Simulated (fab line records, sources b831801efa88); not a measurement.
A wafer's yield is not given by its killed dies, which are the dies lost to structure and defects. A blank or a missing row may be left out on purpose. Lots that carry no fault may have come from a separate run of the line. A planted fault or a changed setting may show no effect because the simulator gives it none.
Chamber matching	flow sky130	rieSi-01 running SKY_POLY_GATE_ETCH_17: 4 sister chambers
The step etches poly-Si in HBr/Cl2, stops on SiO2, target depth 180 nm, time 70.5 s. 27 wafers are shown with their chamber, then 12 later ones without.

WAFERS PAIRED WITH THEIR CHAMBERS
wafer	chamber	drypumpMotorCurrentA (A)	throttleValvePct (%)	oesProductAu (a.u.)
L075.2	2	5.3	33.700	0.995
L075.4	0	5.1	33.671	0.996
L075.5	2	5.3	33.672	0.989
L076.2	3	6.0	33.689	0.994
L076.3	0	5.1	33.690	1.001
L076.5	0	5.1	33.668	0.991
L077.2	0	5.1	33.660	0.986
L077.4	1	5.7	33.688	0.978
L077.5	3	6.0	33.680	0.983
L078.1	3	6.0	33.670	1.003
L078.2	0	5.1	33.692	1.002
L078.3	2	5.3	33.680	0.993
L081.2	1	5.7	33.688	0.998
L081.3	0	5.1	33.681	0.988
L081.6	0	5.1	33.674	0.995
L083.2	0	5.1	33.678	0.988
L083.3	3	6.0	33.706	0.983
L083.4	2	5.4	33.664	0.983
L085.1	1	5.7	33.688	0.992
L085.2	3	6.0	33.677	0.992
L085.4	2	5.4	33.682	0.999
L087.1	3	6.0	33.714	0.986
L087.2	0	5.1	33.668	0.992
L087.4	2	5.3	33.689	0.985
L089.1	2	5.3	33.682	0.986
L089.4	2	5.4	33.682	0.978
L089.5	3	6.0	33.677	0.982

SIGNATURES (averages over the wafers above)
reading	chamber 0	chamber 1	chamber 2	chamber 3	scatter within a chamber
drypumpMotorCurrentA	5.100	5.700	5.338	6.000	0.0286
throttleValvePct	33.67578	33.68800	33.68138	33.68757	0.012
oesProductAu	0.99322	0.98933	0.98850	0.98900	0.00711
Rule: for each reading, subtract the chamber's mean from the wafer's reading, divide by that reading's scatter and square the result; add these up over the readings and take the root, which gives the wafer's distance from the chamber. If the next closest chamber is less than 2 further off than the closest, the wafer can't be placed; otherwise it belongs to the closest. The scatter is the square root of a quotient: the sum, over the shown wafers, of each reading's squared deviation from its chamber's mean, divided by wafers minus chambers.

WAFERS MISSING THEIR CHAMBER
wafer	drypumpMotorCurrentA (A)	throttleValvePct (%)	oesProductAu (a.u.)
L091.2	5.4	33.695	0.975
L091.3	6.0	33.696	0.985
L091.5	5.7	33.699	0.987
L093.2	5.7	33.673	0.990
L093.5	6.0	33.692	0.985
L093.6	5.7	33.673	0.987
L095.2	5.1	33.684	0.976
L095.3	5.7	33.675	0.989
L095.4	5.9	33.696	0.980
L096.2	5.3	33.682	0.984
L096.4	6.0	33.692	0.986
L096.6	5.1	33.685	0.986

WHICH CHAMBER EACH WENT THROUGH
wafer	from the rows above	in truth
L091.2	2	2
L091.3	3	3
L091.5	1	1
L093.2	1	1
L093.5	3	3
L093.6	1	1
L095.2	0	0
L095.3	1	1
L095.4	3	3
L096.2	2	2
L096.4	3	3
L096.6	0	0
Correctly placed: 12 of 12. Number that these rows cannot place: 0. Placed wrongly: 0.
